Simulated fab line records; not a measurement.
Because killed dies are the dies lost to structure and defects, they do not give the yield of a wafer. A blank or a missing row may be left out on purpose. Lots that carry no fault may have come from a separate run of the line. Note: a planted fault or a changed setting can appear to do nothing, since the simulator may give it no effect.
2 desks, one fault || flow sky130 || what lay behind the numbers comes last; until then each desk has only its own

## THE METROLOGY DESK
What the gauges read for every lot (on any tool): the sampled wafers with a number, averaged. A lot is out of limits, marked OUT, if its mean lies more than 4 standard deviations from the usual mean; the brackets give that distance.
Columns: A = cd-nm at SKY_LI_CONTACT_CD_MEAS_12, usual 170.5 nm; B = LI_CONTACT_OVL at SKY_LI_CONTACT_OVL_MEAS_13, usual 1 nm; C = LI_CONTACT_W_RS at SKY_LI_CONTACT_RS_MEAS_22, usual 0.2846 ohm/sq; D = LI_CONTACT_W_THK at SKY_LI_CONTACT_THK_MEAS_23, usual 403 nm
{"lot": "L379", "first seen here": "day 32 05:42", "A": 169.8, "B": -3, "C": 0.2859, "D": 405}
{"lot": "L383", "first seen here": "day 33 18:30", "A": 172.2, "B": -6, "C": 0.2864, "D": 402}
{"lot": "L384", "first seen here": "day 34 05:11", "A": 170.6, "B": -2, "C": 0.2806, "D": 407}
{"lot": "L386", "first seen here": "day 34 15:09", "A": 172.3, "B": 4, "C": 0.2847, "D": 400}
{"lot": "L387", "first seen here": "day 34 18:59", "A": 169.4, "B": -10, "C": 0.2840, "D": 403}
{"lot": "L393", "first seen here": "day 36 09:52", "A": 171.6, "B": -1, "C": 0.2873, "D": 403}
Result from this desk: across the 6 lots, nothing is out of limits.

## AT THE TOOL OWNER'S DESK: pvd-sputter-02
The tool's own readings at SKY_LI_CONTACT_PRE_CLEAN_18 (time 5.6 s): means of the sampled wafers that have a number, for each lot that ran on this tool. A lot is out of limits, marked OUT, if its mean lies more than 4 standard deviations from the usual mean; the brackets give that distance.
Columns: A = bias-v at SKY_LI_CONTACT_PRE_CLEAN_18, usual 358 V
{"lot": "L393", "first seen here": "day 36 10:25", "A": 359}
This desk's finding: nothing out of limits on the one lot.

## ALL TOGETHER
Nothing out of limits was seen by the metrology desk.
The desk of the tool owner found nothing out of limits.

## WHAT THE SIMULATOR PUT IN
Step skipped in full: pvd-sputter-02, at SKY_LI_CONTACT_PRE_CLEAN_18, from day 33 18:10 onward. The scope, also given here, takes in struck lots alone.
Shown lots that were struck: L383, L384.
